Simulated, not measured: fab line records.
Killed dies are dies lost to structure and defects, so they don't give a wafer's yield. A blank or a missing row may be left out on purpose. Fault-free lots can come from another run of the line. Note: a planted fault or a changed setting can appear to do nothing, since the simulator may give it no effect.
fab line records -- flow sky130
record: lots: 7, wafers: 21, lastDay: 50
route steps=708 shown METAL4@635 VIA4@639 PAD_OPEN@708
lots untouched by any fault: they come from a run of this same line in which no faults occurred
startH: the number of hours between the record's first day and the start of the first shown wafer of the lot -- waitH: hours since the lot's step before -- " as in the row above -- L1.1+2: a single row standing in for several wafers -- - no value present, or no start provided -- * or withheld: withheld -- < > ~ a bound
route shown NAME@n: a module of which the file shows steps, and the number in the route of the first -- usual: mean and standard deviation over wafers with no fault -- same: alike in all rows -- chamber/n: place in a boat -- sites: readings site by site -- _std_site: the standard deviation of these -- _edge_site: mean of outer sites minus mean of inner sites -- radiusMm: for every site, how far away it sits from the centre of the wafer -- mask NAME#n: copy n -- behind: the most recent tool/chamber to have shaped the wafer -- hold: what put the lot on hold/how long, in hours/how the hold closed -- device: whichever transistor did not switch (one of n, p or np) -- end of line: the same wafers' tests at the end of the route -- a step without rows: its recipe alone -- killed: the dies lost at the first sort to structure and to defects; this is not the yield of the wafer -- map: per-die view of a wafer (x killed, . not killed, _ where there is no die)
set.NAME: setting as actually run; set.NAME@STEP: the setting as run at that earlier step -- model.NAME: the simulator's own value behind a step, which no gauge read
lots at some steps of the route; a table a step, a row a wafer
services: from which hour (startH, from the record's first day; less than 0 if before it) a tool's chamber was out of use, for how many hours, and why
== steps ==
step: SKY_METAL4_STRIP_19
recipe: chemistry: O2/N2, powerW: 1400, pressureMtorr: 1500, platenTempC: withheld, o2FlowSccm: 3000, n2FlowSccm: 300, overashFraction: 0.5
usual: drypumpMotorCurrentA: 5.5/0.39, n2FlowSccm: 300.0/0.87, oesProductAu: 0.500/0.0049, stripTimeToEndpointS: 6.49/0.067
lot.wafer,tool,chamber,startH,waitH,drypumpMotorCurrentA,n2FlowSccm,oesProductAu,rfHoursCounterH,stripTimeToEndpointS
L979.2,plasmaAsher-03,0,1038.75,0.1,5.5,299.6,0.497,126,6.40
L979.4,plasmaAsher-03,0,1038.75,0.1,5.5,299.3,0.493,-,6.36
L979.5,plasmaAsher-03,1,1038.75,0.1,6.0,299.2,0.495,-,6.39
L980.1,plasmaAsher-03,1,1041.06,0.1,6.0,300.3,0.502,126,6.48
L980.4,plasmaAsher-03,1,1041.06,0.1,6.0,299.9,0.506,-,6.60
L980.6,plasmaAsher-03,0,1041.06,0.1,5.4,297.8,0.500,-,6.44
L987.2,plasmaAsher-04,1,1088.91,0.1,5.3,299.7,0.499,35,6.51
L987.4,plasmaAsher-04,0,1088.91,0.1,5.7,300.7,0.500,-,6.45
L987.5,plasmaAsher-04,0,1088.91,0.1,5.7,299.4,0.500,-,6.49
L988.1,plasmaAsher-04,0,1094.04,0.1,5.7,299.5,0.492,36,6.47
L988.5,plasmaAsher-04,0,1094.04,0.1,5.7,299.6,0.502,-,6.51
L988.6,plasmaAsher-04,1,1094.04,0.1,5.3,301.9,0.510,-,6.49
L990.1,plasmaAsher-02,0,1100.46,0.1,6.0,299.5,0.503,96,6.58
L990.3,plasmaAsher-02,0,1100.46,0.1,6.1,299.9,0.504,-,6.58
L990.6,plasmaAsher-02,0,1100.46,0.1,6.0,299.5,0.507,-,6.55
L994.3,plasmaAsher-02,1,1126.29,0.1,4.9,300.3,0.500,-,6.54
L994.4,plasmaAsher-02,0,1126.29,0.1,6.0,299.6,0.497,-,6.51
L994.6,plasmaAsher-02,1,1126.29,0.1,4.9,300.8,0.498,-,6.53
L993.2,plasmaAsher-04,1,1132.89,0.1,5.3,300.4,0.503,40,6.39
L993.5,plasmaAsher-04,0,1132.89,0.1,5.6,299.9,0.495,-,6.37
L993.6,plasmaAsher-04,1,1132.89,0.1,5.3,300.7,0.497,-,6.38
step: SKY_METAL4_STRIP_20
recipe: chemistry: postEtchResidueRemover, timeS: 1200, tempC: 72.5
step: SKY_METAL4_CLEAN_21
recipe: chemistry: IPA, timeS: 180, tempC: 25
step: SKY_METAL4_CLEAN_22
recipe: chemistry: O3/DIW, dry: n2Spin
step: SKY_VIA4_HDPCVD_00
recipe: material: SiO2, targetThkNm: 1750, sigmaOpenFrac: 0.3, timeS: 291.7, tempC: 400, sih4FlowSccm: 60, pressureMtorr: 6
step: SKY_VIA4_THK_MEAS_01
recipe: reads: SiO2_of_VIA4_HDPCVD_00
usual: VIA4_HDPCVD_THK: 1746/16
lot.wafer,tool,chamber,startH,waitH,VIA4_HDPCVD_THK[nm]
L979.2,filmMetro-03,-,1039.54,0.1,1753
L979.4,filmMetro-03,-,1039.54,0.1,1730
L979.5,filmMetro-03,-,1039.54,0.1,1730
L980.1,filmMetro-03,-,1041.83,0.1,1755
L980.4,filmMetro-03,-,1041.83,0.1,1737
L980.6,filmMetro-03,-,1041.83,0.1,1740
L987.2,filmMetro-02,-,1089.69,0.1,1710
L987.4,filmMetro-02,-,1089.69,0.1,1743
L987.5,filmMetro-02,-,1089.69,0.1,1726
L988.1,filmMetro-02,-,1094.89,0.1,1757
L988.5,filmMetro-02,-,1094.89,0.1,1752
L988.6,filmMetro-02,-,1094.89,0.1,1729
L990.1,filmMetro-04,-,1101.27,0.1,1743
L990.3,filmMetro-04,-,1101.27,0.1,1734
L990.6,filmMetro-04,-,1101.27,0.1,1724
L994.3,filmMetro-03,-,1127.07,0.1,1773
L994.4,filmMetro-03,-,1127.07,0.1,1752
L994.6,filmMetro-03,-,1127.07,0.1,1748
L993.2,filmMetro-04,-,1133.67,0.1,1729
L993.5,filmMetro-04,-,1133.67,0.1,1759
L993.6,filmMetro-04,-,1133.67,0.1,1759
step: SKY_VIA4_CMP_02
recipe: material: SiO2, downForcePsi: 4, platenRpm: 60, padVelocityMS: 0.94248
usual: motorCurrentA: 11.5/1.3, platenRpm: 60.00/0.043
lot.wafer,tool,chamber,startH,waitH,motorCurrentA,platenRpm
L979.4,cmp-01,1,1039.64,0.1,11.1,60.03
L979.2,cmp-01,3,1039.64,0.1,10.8,59.99
L979.5,cmp-01,0,1039.64,0.1,9.7,60.08
L980.4,cmp-01,3,1041.99,0.1,10.7,59.99
L980.1,cmp-01,0,1041.99,0.1,9.5,59.96
L980.6,cmp-01,1,1041.99,0.1,11.4,60.04
L987.2,cmp-01,2,1089.74,0.0,13.1,59.96
L987.4,cmp-01,3,1089.74,0.0,10.3,60.00
L987.5,cmp-01,3,1089.74,0.0,11.1,59.99
L988.1,cmp-02,1,1095.10,0.2,10.0,60.06
L988.6,cmp-02,2,1095.10,0.2,11.4,59.99
L988.5,cmp-02,3,1095.10,0.2,13.0,60.07
L990.3,cmp-01,1,1101.33,0.0,11.0,59.96
L990.1,cmp-01,3,1101.33,0.0,11.4,60.05
L990.6,cmp-01,2,1101.33,0.0,13.3,60.00
L994.4,cmp-01,2,1127.21,0.1,12.8,59.99
L994.3,cmp-01,3,1127.21,0.1,10.9,59.98
L994.6,cmp-01,0,1127.21,0.1,9.3,60.03
L993.2,cmp-02,1,1133.84,0.2,9.5,59.94
L993.5,cmp-02,3,1133.84,0.2,12.9,60.06
L993.6,cmp-02,0,1133.84,0.2,12.9,59.92
step: SKY_VIA4_BOW_MEAS_03
recipe: mode: bow
usual: VIA4_BOW: 82/7.5
lot.wafer,tool,chamber,startH,waitH,VIA4_BOW[um]
L979.2,filmMetro-02,-,1039.91,0.1,75
L979.4,filmMetro-02,-,1039.91,0.1,74
L979.5,filmMetro-02,-,1039.91,0.1,85
L980.1,filmMetro-04,-,1042.19,0.1,81
L980.4,filmMetro-04,-,1042.19,0.1,80
L980.6,filmMetro-04,-,1042.19,0.1,75
L987.2,filmMetro-04,-,1090.06,0.3,91
L987.4,filmMetro-04,-,1090.06,0.3,75
L987.5,filmMetro-04,-,1090.06,0.3,97
L988.1,filmMetro-04,-,1095.25,0.1,77
L988.5,filmMetro-04,-,1095.25,0.1,72
L988.6,filmMetro-04,-,1095.25,0.1,74
L990.1,filmMetro-04,-,1101.63,0.1,90
L990.3,filmMetro-04,-,1101.63,0.1,86
L990.6,filmMetro-04,-,1101.63,0.1,78
L994.3,filmMetro-02,-,1127.45,0.1,76
L994.4,filmMetro-02,-,1127.45,0.1,80
L994.6,filmMetro-02,-,1127.45,0.1,74
L993.2,filmMetro-02,-,1134.06,0.2,77
L993.5,filmMetro-02,-,1134.06,0.2,71
L993.6,filmMetro-02,-,1134.06,0.2,81
step: SKY_VIA4_DEHYDRATE_04
recipe: tempC: 200, timeS: 60
step: SKY_VIA4_HMDS_05
recipe: primeTimeS: 60, primeTempC: 120
step: SKY_VIA4_COAT_06
recipe: resist: NOVOLAK, spinRpm: 3000, resistThkNm: 1140
step: SKY_VIA4_SOFTBAKE_07
recipe: tempC: 90, timeS: 60, resist: NOVOLAK
step: SKY_VIA4_EXPOSE_08
recipe: maskId: VIM4, na: 0.6, sourceShape: conventional, sigmaOuter: 0.6, polarization: unpolarized, targetCdNm: 800, doseMj: 132
usual: exposureDoseMJCm2: 132.01/0.12
same: sigmaOuter: 0.6
lot.wafer,tool,chamber,startH,waitH,mask,exposureDoseMJCm2
L979.2,ilineStepper-02,0,1051.32,-,VIM4#0,132.17
L979.4,ilineStepper-02,0,1051.32,-,VIM4#0,132.06
L979.5,ilineStepper-02,0,1051.32,-,VIM4#0,131.88
L980.1,ilineStepper-01,0,1053.89,-,VIM4#0,131.85
L980.4,ilineStepper-01,0,1053.89,-,VIM4#0,131.81
L980.6,ilineStepper-01,0,1053.89,-,VIM4#0,131.89
L987.2,ilineStepper-02,0,1101.32,-,VIM4#0,120.37
L987.4,ilineStepper-02,0,1101.32,-,VIM4#0,120.48
L987.5,ilineStepper-02,0,1101.32,-,VIM4#0,120.41
L988.1,ilineStepper-02,0,1105.62,-,VIM4#0,120.37
L988.5,ilineStepper-02,0,1105.62,-,VIM4#0,120.40
L988.6,ilineStepper-02,0,1105.62,-,VIM4#0,120.14
L990.1,ilineStepper-02,0,1112.09,-,VIM4#0,120.27
L990.3,ilineStepper-02,0,1112.09,-,VIM4#0,120.37
L990.6,ilineStepper-02,0,1112.09,-,VIM4#0,120.30
L994.3,ilineStepper-01,0,1137.42,-,VIM4#0,131.70
L994.4,ilineStepper-01,0,1137.42,-,VIM4#0,131.80
L994.6,ilineStepper-01,0,1137.42,-,VIM4#0,131.91
L993.2,ilineStepper-01,0,1143.49,-,VIM4#0,132.21
L993.5,ilineStepper-01,0,1143.49,-,VIM4#0,131.90
L993.6,ilineStepper-01,0,1143.49,-,VIM4#0,132.10
step: SKY_VIA4_PEB_09
recipe: tempC: withheld, timeS: *, resist: NOVOLAK
step: SKY_VIA4_DEVELOP_10
recipe: resist: NOVOLAK, developer: TMAH, developTimeS: 60, devTempC: 23
step: SKY_VIA4_OVL_MEAS_11
usual: VIA4_OVL: 0.2/1.4
lot.wafer,tool,chamber,startH,waitH,VIA4_OVL[nm]
L979.2,overlay-01,-,1062.09,0.1,-0.4
L979.4,overlay-01,-,1062.09,0.1,-0.3
L979.5,overlay-01,-,1062.09,0.1,0.2
L980.1,overlay-01,-,1064.32,0.1,0.1
L980.4,overlay-01,-,1064.32,0.1,1.7
L980.6,overlay-01,-,1064.32,0.1,1.3
L987.2,overlay-01,-,1111.08,0.1,0.4
L987.4,overlay-01,-,1111.08,0.1,-2.1
L987.5,overlay-01,-,1111.08,0.1,-1.8
L988.1,overlay-01,-,1115.72,0.1,-0.9
L988.5,overlay-01,-,1115.72,0.1,-1.7
L988.6,overlay-01,-,1115.72,0.1,-0.2
L990.1,overlay-01,-,1121.97,0.1,-1.2
L990.3,overlay-01,-,1121.97,0.1,-2.1
L990.6,overlay-01,-,1121.97,0.1,-2.4
L994.3,overlay-02,-,1147.35,0.1,1.2
L994.4,overlay-02,-,1147.35,0.1,1.7
L994.6,overlay-02,-,1147.35,0.1,1.7
L993.2,overlay-01,-,1152.54,0.1,0.9
L993.5,overlay-01,-,1152.54,0.1,0.2
L993.6,overlay-01,-,1152.54,0.1,1.1
step: SKY_VIA4_ETCH_12
recipe: target: SiO2, chemistry: C4F8/O2/Ar, stopOn: TiN, maskMaterial: NOVOLAK, sourceW: 1500, biasW: 1200, pressureMtorr: 40, c4f8FlowSccm: withheld, O2_flow_sccm: 6, Ar_flow_sccm: 300, timeS: withheld, targetDepthA: 5800
usual: oesProductAu: 0.926/0.0047
lot.wafer,tool,chamber,startH,waitH,oesProductAu,model.VIA4.cdNm
L979.2,rieDiel-02,3,1062.12,0.0,0.934,800.2
L979.4,rieDiel-02,0,1062.12,0.0,0.921,798.1
L979.5,rieDiel-02,1,1062.12,0.0,0.932,799.5
L980.1,rieDiel-01,0,1064.36,0.0,0.927,801.4
L980.4,rieDiel-01,0,1064.36,0.0,0.927,798.6
L980.6,rieDiel-01,1,1064.36,0.0,0.920,798.3
L987.2,rieDiel-01,1,1111.11,0.0,0.925,773.7
L987.4,rieDiel-01,0,1111.11,0.0,0.927,773.6
L987.5,rieDiel-01,0,1111.11,0.0,0.921,773.3
L988.1,rieDiel-01,2,1115.76,0.0,0.930,780.5
L988.5,rieDiel-01,2,1115.76,0.0,0.925,777.4
L988.6,rieDiel-01,0,1115.76,0.0,0.925,779.8
L990.1,rieDiel-02,0,1122.01,0.0,0.929,771.5
L990.3,rieDiel-02,3,1122.01,0.0,0.932,770.8
L990.6,rieDiel-02,0,1122.01,0.0,0.929,771.3
L994.3,rieDiel-04,3,1147.37,0.0,0.922,797.4
L994.4,rieDiel-04,2,1147.37,0.0,0.928,795.9
L994.6,rieDiel-04,3,1147.37,0.0,0.932,796.1
L993.2,rieDiel-01,3,1152.57,0.0,0.926,802.4
L993.5,rieDiel-01,2,1152.57,0.0,0.917,801.2
L993.6,rieDiel-01,1,1152.57,0.0,0.928,805
step: SKY_VIA4_STRIP_13
recipe: chemistry: O2/N2, powerW: 1400, pressureMtorr: 1500, platenTempC: withheld, o2FlowSccm: 3000, n2FlowSccm: 300, overashFraction: 0.5
usual: drypumpMotorCurrentA: 5.6/0.39, n2FlowSccm: 300.0/0.76, oesProductAu: 0.709/0.0042, stripTimeToEndpointS: 12.802/0.022
lot.wafer,tool,chamber,startH,waitH,drypumpMotorCurrentA,n2FlowSccm,oesProductAu,rfHoursCounterH,stripTimeToEndpointS
L979.2,plasmaAsher-04,0,1062.19,-,5.7,300.0,0.707,32,12.794
L979.4,plasmaAsher-04,1,1062.19,-,5.4,300.7,0.705,-,12.816
L979.5,plasmaAsher-04,0,1062.19,-,5.7,299.3,0.706,-,12.805
L980.1,plasmaAsher-04,0,1064.43,-,5.6,299.4,0.704,33,12.799
L980.4,plasmaAsher-04,0,1064.43,-,5.6,301.2,0.710,-,12.761
L980.6,plasmaAsher-04,0,1064.43,-,5.7,299.9,0.706,-,12.821
L987.2,plasmaAsher-01,0,1111.18,-,5.5,301.6,0.709,65,12.802
L987.4,plasmaAsher-01,1,1111.18,-,6.1,299.2,0.712,-,12.768
L987.5,plasmaAsher-01,0,1111.18,-,5.5,300.0,0.702,-,12.809
L988.1,plasmaAsher-01,1,1115.83,-,6.1,300.8,0.708,66,12.817
L988.5,plasmaAsher-01,0,1115.83,-,5.5,300.5,0.707,-,12.821
L988.6,plasmaAsher-01,1,1115.83,-,6.1,300.0,0.703,-,12.830
L990.1,plasmaAsher-01,1,1122.08,-,6.1,300.7,0.711,66,12.817
L990.3,plasmaAsher-01,1,1122.08,-,6.1,301.4,0.709,-,12.777
L990.6,plasmaAsher-01,0,1122.08,-,5.5,299.8,0.700,-,12.769
L994.3,plasmaAsher-04,1,1147.48,-,5.3,300.6,0.714,-,12.808
L994.4,plasmaAsher-04,0,1147.48,-,5.7,301.1,0.714,-,12.788
L994.6,plasmaAsher-04,1,1147.48,-,5.3,300.3,0.706,-,12.841
L993.2,plasmaAsher-04,1,1152.64,-,5.3,299.9,0.714,41,12.779
L993.5,plasmaAsher-04,1,1152.64,-,5.4,299.9,0.716,-,12.801
L993.6,plasmaAsher-04,0,1152.64,-,5.6,300.2,0.708,-,12.806
step: SKY_PAD_OPEN_PROBE_99
usual: defectLimitedYield: 82.5/2, killed_at_M0_to_M3: 44/6.9, killed_at_M4_up: 3.1/1.7, killedAtContacts: 25/5.6, killedAtFrontEnd: 14/4.3, killedAtOther: 0.3/0.51, killedDies: 86/9.8, killedOpen: 47/6.5, killedShort: 39/6.6, sort_bin_3_pad_short: 0.8/0.46, sort_bin_5_function: 10.3/1.5, sort_bin_6_memory: 6.4/1, sortNPass: 406/9.8, sortYieldPct: 82.5/2
same: grossDies: 492, killedAtBackSide: 0, sort_bin_4_leakage[%]: 0, sort_bin_8_speed[%]: 0
lot.wafer,tool,chamber,startH,waitH,defectLimitedYield[%],killed_at_M0_to_M3,killed_at_M4_up,killedAtContacts,killedAtFrontEnd,killedAtOther,killedDies,killedOpen,killedShort,sort_bin_3_pad_short[%],sort_bin_5_function[%],sort_bin_6_memory[%],sortNPass,sortYieldPct[%],model.etest.via4Chain.rcOhm
L979.2,prober-02,-,1128.69,0.1,80.1,53,5,27,13,0,98,55,43,0.6,10.6,8.7,394,80.1,0.804
L979.4,prober-02,-,1128.79,0.2,81.1,55,4,22,12,0,93,46,47,2.4,10.6,5.9,399,81.1,0.7942
L979.5,prober-02,-,1128.84,0.2,81.9,45,4,26,14,0,89,50,39,0.6,12.4,5.1,403,81.9,0.829
L980.1,prober-01,-,1131.44,0.1,83.9,37,5,21,16,0,79,45,34,1.0,9.3,5.7,413,83.9,0.7744
L980.4,prober-01,-,1131.59,0.2,82.7,44,2,22,17,0,85,44,41,1.4,11.0,4.9,407,82.7,0.7881
L980.6,prober-01,-,1131.69,0.2,79.9,56,3,21,19,0,99,50,49,0.8,11.4,7.9,393,79.9,0.7759
L987.2,prober-02,-,1172.92,0.1,83.9,45,1,21,12,0,79,36,43,0.8,9.6,5.7,413,83.9,0.8485
L987.4,prober-02,-,1173.02,0.2,82.9,40,5,27,12,0,84,45,39,0.4,10.8,5.9,408,82.9,0.8226
L987.5,prober-02,-,1173.07,0.2,83.5,41,2,23,15,0,81,47,34,0.4,9.6,6.5,411,83.5,0.8386
L988.1,prober-01,-,1177.64,0.1,82.7,45,3,22,15,0,85,50,35,0.4,10.8,6.1,407,82.7,0.8439
L988.5,prober-01,-,1177.84,0.2,86.2,27,5,21,14,1,68,43,25,0.8,8.3,4.7,424,86.2,0.8118
L988.6,prober-01,-,1177.89,0.2,82.5,36,3,29,17,1,86,43,43,1.6,9.8,6.1,406,82.5,0.8428
L990.1,prober-01,-,1183.43,0.1,80.3,44,3,33,17,0,97,54,43,0.8,12.6,6.3,395,80.3,0.8357
L990.3,prober-01,-,1183.53,0.2,81.5,49,4,21,17,0,91,49,42,1.0,11.6,5.9,401,81.5,0.8357
L990.6,prober-01,-,1183.68,0.2,84.1,37,3,28,10,0,78,47,31,0.4,8.5,6.9,414,84.1,0.8286
L994.3,prober-01,-,1205.95,0.2,82.9,41,4,26,13,0,84,45,39,1.0,10.2,5.9,408,82.9,0.7963
L994.4,prober-01,-,1206.00,0.2,83.3,39,4,20,19,0,82,43,39,1.2,8.5,6.9,410,83.3,0.8125
L994.6,prober-01,-,1206.10,0.2,83.5,38,2,22,19,0,81,36,45,0.4,9.6,6.5,411,83.5,0.8105
L993.2,prober-02,-,1208.71,0.1,82.5,51,1,18,16,0,86,51,35,1.0,10.0,6.5,406,82.5,0.8073
L993.5,prober-02,-,1208.86,0.2,83.3,42,6,19,15,0,82,50,32,1.0,9.3,6.3,410,83.3,0.825
L993.6,prober-02,-,1208.91,0.2,84.8,42,4,19,10,0,75,41,34,0.4,8.7,6.1,417,84.8,0.7872
killed by level:class
L979.2 VIA1:geometricParticle:open=18 CONTACT:geometricParticle:open=13 METAL1:geometricParticle:short=9 CONTACT:geometricParticle:short=8 METAL2:geometricParticle:short=6 VIA2:geometricParticle:open=6 VIA3:geometricParticle:open=4 METAL4:geometricParticle:short=4
L979.4 VIA1:geometricParticle:open=16 METAL1:geometricParticle:short=7 VIA2:geometricParticle:short=6 FIELD_ISO:geometricParticle:short=5 LI_CONTACT:geometricParticle:short=5 METAL1:geometricParticle:open=4 LOCAL_INTERCONNECT:geometricParticle:short=4 CONTACT:geometricParticle:short=4
L979.5 CONTACT:geometricParticle:open=9 LI_CONTACT:geometricParticle:open=8 VIA2:geometricParticle:open=8 VIA1:geometricParticle:open=6 METAL2:geometricParticle:short=6 POLY_GATE:geometricParticle:short=5 CONTACT:geometricParticle:short=5 METAL3:geometricParticle:short=5
L980.1 CONTACT:geometricParticle:open=10 VIA1:geometricParticle:open=9 METAL2:geometricParticle:short=6 LI_CONTACT:geometricParticle:open=5 CONTACT:geometricParticle:short=5 FIELD_ISO:geometricParticle:open=4 VIA3:geometricParticle:open=4 METAL4:geometricParticle:short=4
L980.4 VIA1:geometricParticle:open=11 CONTACT:geometricParticle:short=8 CONTACT:geometricParticle:open=7 VIA1:geometricParticle:short=7 LI_CONTACT:geometricParticle:open=6 FIELD_ISO:geometricParticle:short=5 METAL2:geometricParticle:short=5 FIELD_ISO:geometricParticle:open=4
L980.6 VIA1:geometricParticle:open=11 METAL2:geometricParticle:short=8 CONTACT:geometricParticle:open=8 VIA2:geometricParticle:open=8 POLY_GATE:geometricParticle:short=6 VIA1:geometricParticle:short=6 METAL1:geometricParticle:short=5 VIA3:geometricParticle:open=5
L987.2 LI_CONTACT:geometricParticle:open=10 METAL2:geometricParticle:short=9 VIA1:geometricParticle:open=8 POLY_GATE:geometricParticle:short=7 METAL1:geometricParticle:short=6 CONTACT:geometricParticle:open=5 VIA3:geometricParticle:open=5 VIA2:geometricParticle:open=4
L987.4 VIA1:geometricParticle:open=14 CONTACT:geometricParticle:open=10 LI_CONTACT:geometricParticle:open=7 POLY_GATE:geometricParticle:open=4 LOCAL_INTERCONNECT:geometricParticle:short=4 CONTACT:geometricParticle:short=4 VIA1:geometricParticle:short=4 VIA2:geometricParticle:short=4
L987.5 VIA1:geometricParticle:open=11 LI_CONTACT:geometricParticle:open=9 CONTACT:geometricParticle:open=9 VIA2:geometricParticle:open=8 METAL1:geometricParticle:short=6 FIELD_ISO:geometricParticle:open=5 VIA1:geometricParticle:short=5 POLY_GATE:geometricParticle:short=4
L988.1 VIA1:geometricParticle:open=14 CONTACT:geometricParticle:open=11 VIA3:geometricParticle:open=7 METAL2:geometricParticle:short=7 VIA1:geometricParticle:short=5 FIELD_ISO:geometricParticle:short=4 FIELD_ISO:geometricParticle:open=4 LI_CONTACT:geometricParticle:open=3
L988.5 CONTACT:geometricParticle:open=10 METAL1:geometricParticle:short=7 VIA1:geometricParticle:open=7 FIELD_ISO:geometricParticle:open=6 LI_CONTACT:geometricParticle:open=5 VIA3:geometricParticle:open=5 LI_CONTACT:geometricParticle:short=4 FIELD_ISO:geometricParticle:short=3
L988.6 CONTACT:geometricParticle:open=9 VIA1:geometricParticle:short=9 VIA1:geometricParticle:open=8 FIELD_ISO:geometricParticle:short=7 CONTACT:geometricParticle:short=7 VIA2:geometricParticle:open=7 LI_CONTACT:geometricParticle:short=5 METAL1:geometricParticle:short=5
L990.1 CONTACT:geometricParticle:open=11 LI_CONTACT:geometricParticle:open=9 VIA3:geometricParticle:open=9 VIA2:geometricParticle:open=8 METAL2:geometricParticle:short=7 LOCAL_INTERCONNECT:geometricParticle:short=6 POLY_GATE:geometricParticle:open=5 VIA1:geometricParticle:open=5
L990.3 VIA1:geometricParticle:open=12 LI_CONTACT:geometricParticle:open=7 VIA1:geometricParticle:short=7 VIA2:geometricParticle:open=7 CONTACT:geometricParticle:open=6 VIA3:geometricParticle:open=6 POLY_GATE:geometricParticle:open=5 CONTACT:geometricParticle:short=5
L990.6 CONTACT:geometricParticle:open=10 LI_CONTACT:geometricParticle:open=9 METAL2:geometricParticle:short=9 VIA2:geometricParticle:open=6 VIA3:geometricParticle:open=6 FIELD_ISO:geometricParticle:open=5 VIA1:geometricParticle:open=4 FIELD_ISO:geometricParticle:short=3
L994.3 VIA2:geometricParticle:open=10 LI_CONTACT:geometricParticle:open=7 CONTACT:geometricParticle:short=7 VIA3:geometricParticle:open=7 VIA1:geometricParticle:open=6 LOCAL_INTERCONNECT:geometricParticle:short=6 CONTACT:geometricParticle:open=6 POLY_GATE:geometricParticle:short=5
L994.4 VIA1:geometricParticle:open=9 CONTACT:geometricParticle:open=8 LI_CONTACT:geometricParticle:open=6 POLY_GATE:geometricParticle:short=5 METAL2:geometricParticle:short=5 LOCAL_INTERCONNECT:geometricParticle:short=4 METAL1:geometricParticle:short=4 VIA1:geometricParticle:short=4
L994.6 METAL1:geometricParticle:short=9 VIA2:geometricParticle:open=8 POLY_GATE:geometricParticle:short=7 LI_CONTACT:geometricParticle:open=7 VIA1:geometricParticle:open=7 LOCAL_INTERCONNECT:geometricParticle:short=6 FIELD_ISO:geometricParticle:short=5 METAL3:geometricParticle:short=5
L993.2 VIA1:geometricParticle:open=18 CONTACT:geometricParticle:open=9 VIA3:geometricParticle:open=7 FIELD_ISO:geometricParticle:short=6 VIA1:geometricParticle:short=6 METAL2:geometricParticle:short=5 POLY_GATE:geometricParticle:open=4 POLY_GATE:geometricParticle:short=4
L993.5 VIA3:geometricParticle:open=12 LI_CONTACT:geometricParticle:open=8 VIA1:geometricParticle:open=6 VIA2:geometricParticle:open=6 FIELD_ISO:geometricParticle:short=5 POLY_GATE:geometricParticle:open=5 CONTACT:geometricParticle:open=5 METAL4:geometricParticle:short=5
L993.6 VIA3:geometricParticle:open=8 CONTACT:geometricParticle:open=7 VIA1:geometricParticle:open=6 VIA2:geometricParticle:open=6 VIA3:geometricParticle:short=6 LI_CONTACT:geometricParticle:open=5 VIA2:geometricParticle:short=5 METAL2:geometricParticle:short=4
== services ==
tool,chamber,startH,hours,kind
cmp-01,-,1020.43,2.0,repair
rieDiel-01,2,1023.47,9.4,repair
rieDiel-02,2,1027.30,4.7,repair
rieDiel-04,2,1028.27,13.1,repair
rieDiel-04,0,1034.66,8.4,repair
rieDiel-04,-,1037.41,0.6,repair
cmp-02,-,1042.62,9.0,repair
plasmaAsher-01,-,1049.09,7.9,repair
plasmaAsher-03,-,1055.25,9.0,pm
rieDiel-04,2,1058.19,13.1,repair
rieDiel-04,0,1059.57,3.1,repair
rieDiel-01,3,1063.40,6.3,repair
cmp-02,-,1065.89,10.0,pm
plasmaAsher-03,-,1072.21,11.9,repair
rieDiel-02,2,1078.48,31.9,repair
rieDiel-02,3,1083.35,3.5,repair
plasmaAsher-01,-,1083.75,3.9,repair
cmp-02,-,1084.00,4.0,pm
rieDiel-01,1,1113.69,14.0,repair
cmp-02,-,1126.22,0.6,repair
cmp-01,-,1142.91,10.2,repair
cmp-01,-,1143.47,1.7,repair
rieDiel-01,2,1145.00,3.0,repair
rieDiel-01,-,1147.10,0.9,repair
== key ==
firstSign: step: SKY_VIA4_EXPOSE_08, reading: exposureDoseMJCm2, direction: down, sigmas: 99+, usual: *, struck: *
effect none on later readings
modelEffect: step: SKY_VIA4_ETCH_12, value: VIA4.cdNm, without: 800.7, struck: 774.7
modelEffect: step: SKY_PAD_OPEN_PROBE_99, value: etest.via4Chain.rcOhm, without: 0.792, struck: 0.8343
metAt SKY_VIA4_EXPOSE_08
struckWafers L987.2,L987.4,L987.5,L988.1,L988.5,L988.6,L990.1,L990.3,L990.6
onsetBetween 1051.32 1101.32
fault: kind: processParameterDrift, tool: ilineStepper-02, chamber: -, onsetH: 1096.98, steps: SKY_VIA4_EXPOSE_08, channel: doseMj, offset: -11.638, shape: step, actsIn: theseRecipesOnly, stated: 132
